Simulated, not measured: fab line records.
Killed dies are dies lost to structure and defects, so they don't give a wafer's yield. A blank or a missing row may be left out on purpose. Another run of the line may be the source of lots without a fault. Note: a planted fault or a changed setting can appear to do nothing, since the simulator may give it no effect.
Split-lot study / flow sky130 / 23 wafers read from 5 lots, route of 708 steps

## THE SPLIT
At SKY_FIELD_ISO_ETCH_17 (etches Si in HBr/Cl2/O2, target depth 342 nm, time 97.7 s), the setting timeS was moved away from the recipe's 97.7 s on 5 of the 23 wafers read, by -5.1% to +6.6%. For the rest of the wafers, this setting stayed at what the recipe calls for.

The split's own step is where the reading is taken.

## THE READING
FIELD_ISO.featureDepthNm (the simulator's own value, which no gauge read), in nm, at SKY_FIELD_ISO_ETCH_17 (etches Si in HBr/Cl2/O2, target depth 342 nm, time 97.7 s). No usual value for it is given in the file. The 18 wafers here that ran the recipe average 345.2 nm, standard deviation 4.9 nm.

wafer=L074.1; tool, chamber at the split=rieSi-02, 1; timeS as run, s=97.7; against the recipe=recipe; FIELD_ISO.featureDepthNm, nm=341.3; against lot-mates on the recipe=-
wafer=L074.2; tool, chamber at the split=rieSi-02, 3; timeS as run, s=97.7; against the recipe=recipe; FIELD_ISO.featureDepthNm, nm=349.9; against lot-mates on the recipe=-
wafer=L074.3; tool, chamber at the split=rieSi-02, 2; timeS as run, s=97.7; against the recipe=recipe; FIELD_ISO.featureDepthNm, nm=337.4; against lot-mates on the recipe=-
wafer=L074.4; tool, chamber at the split=rieSi-02, 0; timeS as run, s=97.7; against the recipe=recipe; FIELD_ISO.featureDepthNm, nm=348.3; against lot-mates on the recipe=-
wafer=L074.6; tool, chamber at the split=rieSi-02, 2; timeS as run, s=97.7; against the recipe=recipe; FIELD_ISO.featureDepthNm, nm=340.3; against lot-mates on the recipe=-
wafer=L075.1; tool, chamber at the split=rieSi-02, 3; timeS as run, s=97.7; against the recipe=recipe; FIELD_ISO.featureDepthNm, nm=350.9; against lot-mates on the recipe=-
wafer=L075.3; tool, chamber at the split=rieSi-02, 1; timeS as run, s=92.68; against the recipe=-5.1%; FIELD_ISO.featureDepthNm, nm=327.5; against lot-mates on the recipe=-18.8
wafer=L075.4; tool, chamber at the split=rieSi-02, 2; timeS as run, s=97.7; against the recipe=recipe; FIELD_ISO.featureDepthNm, nm=336.3; against lot-mates on the recipe=-
wafer=L075.5; tool, chamber at the split=rieSi-02, 1; timeS as run, s=92.68; against the recipe=-5.1%; FIELD_ISO.featureDepthNm, nm=327.7; against lot-mates on the recipe=-18.6
wafer=L075.6; tool, chamber at the split=rieSi-02, 0; timeS as run, s=97.7; against the recipe=recipe; FIELD_ISO.featureDepthNm, nm=351.8; against lot-mates on the recipe=-
wafer=L076.1; tool, chamber at the split=rieSi-01, 0; timeS as run, s=97.7; against the recipe=recipe; FIELD_ISO.featureDepthNm, nm=345.1; against lot-mates on the recipe=-
wafer=L076.2; tool, chamber at the split=rieSi-01, 1; timeS as run, s=97.7; against the recipe=recipe; FIELD_ISO.featureDepthNm, nm=343.6; against lot-mates on the recipe=-
wafer=L076.3; tool, chamber at the split=rieSi-01, 2; timeS as run, s=104.1; against the recipe=+6.6%; FIELD_ISO.featureDepthNm, nm=373.8; against lot-mates on the recipe=+29.4
wafer=L076.5; tool, chamber at the split=rieSi-01, 3; timeS as run, s=104.1; against the recipe=+6.6%; FIELD_ISO.featureDepthNm, nm=371.2; against lot-mates on the recipe=+26.8
wafer=L076.6; tool, chamber at the split=rieSi-01, 0; timeS as run, s=104.1; against the recipe=+6.6%; FIELD_ISO.featureDepthNm, nm=369.2; against lot-mates on the recipe=+24.8
wafer=L077.1; tool, chamber at the split=rieSi-01, 1; timeS as run, s=97.7; against the recipe=recipe; FIELD_ISO.featureDepthNm, nm=342.7; against lot-mates on the recipe=-
wafer=L077.2; tool, chamber at the split=rieSi-01, 2; timeS as run, s=97.7; against the recipe=recipe; FIELD_ISO.featureDepthNm, nm=346.5; against lot-mates on the recipe=-
wafer=L077.3; tool, chamber at the split=rieSi-01, 0; timeS as run, s=97.7; against the recipe=recipe; FIELD_ISO.featureDepthNm, nm=345.4; against lot-mates on the recipe=-
wafer=L077.4; tool, chamber at the split=rieSi-01, 3; timeS as run, s=97.7; against the recipe=recipe; FIELD_ISO.featureDepthNm, nm=352.8; against lot-mates on the recipe=-
wafer=L077.6; tool, chamber at the split=rieSi-01, 0; timeS as run, s=97.7; against the recipe=recipe; FIELD_ISO.featureDepthNm, nm=344.8; against lot-mates on the recipe=-
wafer=L081.1; tool, chamber at the split=rieSi-01, 2; timeS as run, s=97.7; against the recipe=recipe; FIELD_ISO.featureDepthNm, nm=347.9; against lot-mates on the recipe=-
wafer=L081.2; tool, chamber at the split=rieSi-01, 3; timeS as run, s=97.7; against the recipe=recipe; FIELD_ISO.featureDepthNm, nm=349.8; against lot-mates on the recipe=-
wafer=L081.3; tool, chamber at the split=rieSi-01, 1; timeS as run, s=97.7; against the recipe=recipe; FIELD_ISO.featureDepthNm, nm=338.2; against lot-mates on the recipe=-

THE FIT
A straight line over all 23 wafers: FIELD_ISO.featureDepthNm changes by +3.82 nm for each +1% of timeS; r = +0.92; the points scatter about the line by 4.6 nm.
The same after taking each lot's own level away (the mean of its wafers on the recipe; 23 wafers): +3.97 nm for each +1%; r = +0.93; scatter 4.5 nm.
The reading moves by 26 nm for the largest change in timeS, on that fit.
Across the lots, their own levels run from 343.44 to 346.44 nm, a range of 0.6 times the standard deviation given above.
The two slopes agree, so the slope changes little with the lot-to-lot level.
Check: with one of the wafers moved furthest among these (+6.6%) left out of the fit, the line predicts +25.2 nm for it against its lot-mates. Against them it came out at +29.4 nm.

## OTHER SPLITS ON THESE WAFERS
Before the reading, these wafers also passed through other splits. Each is held against what the fit with the lots' levels taken away leaves over:
other split on the same wafers=SKY_FIELD_ISO_OXIDATION_01 tempC; wafers away from the commonest value=18; r with FIELD_ISO.featureDepthNm (lot level and that fit taken away)=-0.03
other split on the same wafers=SKY_FIELD_ISO_EXPOSE_10 doseMj; wafers away from the commonest value=7; r with FIELD_ISO.featureDepthNm (lot level and that fit taken away)=-0.36

## THE FILE'S OWN FIT
FIELD_ISO.featureDepthNm changes by +3.95 nm for each +1% of timeS, r = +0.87.
